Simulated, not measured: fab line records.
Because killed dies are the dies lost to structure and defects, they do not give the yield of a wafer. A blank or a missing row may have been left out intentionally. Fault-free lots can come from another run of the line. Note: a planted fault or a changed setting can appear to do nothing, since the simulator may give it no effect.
Chamber matching ; flow sky130 ; SKY_LI_CONTACT_CMP_24 on cmp-01: 4 sister chambers
The step polishes, stops on PSG, t overpolish 20 s, target thk 0 nm. 4 wafers are shown with their chamber, then 6 later ones without.

== WAFERS, EACH WITH ITS CHAMBER ==
wafer;chamber;motor_current_A (A)
L604.5;3;12.6
L608.5;2;10.4
L610.2;0;10.1
L610.4;1;9.7

== WAFERS WITHOUT THEIR CHAMBER ==
wafer;motor_current_A (A)
L610.5;12.1
L611.2;10.3
L611.3;10.3
L611.6;10.4
L614.1;9.2
L618.4;13.0

== WHICH CHAMBER EACH ONE RAN IN ==
wafer;from the rows above;in truth
L610.5;3;3
L611.2;can't be placed: 2 or 0 or 1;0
L611.3;can't be placed: 2 or 0 or 1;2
L611.6;can't be placed: 2 or 0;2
L614.1;can't be placed: 1 or 0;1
L618.4;3;3
2 of 6 placed correctly. Can't be placed from these rows: 4 (the true chamber is among the candidates in 4). 0 placed wrongly.
How it was worked out, from the rows above alone: a wafer's distance from a chamber is the root of the sum, over the readings, of the square of ((its reading less the chamber's mean) divided by the reading's scatter). The wafer belongs to the nearest chamber; if the next one is less than 2 further off, it can't be placed. Each chamber's mean is taken over the wafers shown for it. The scatter: with one shown wafer a chamber, the root of the mean of the squares of how far each hidden wafer lies from its nearest shown one.
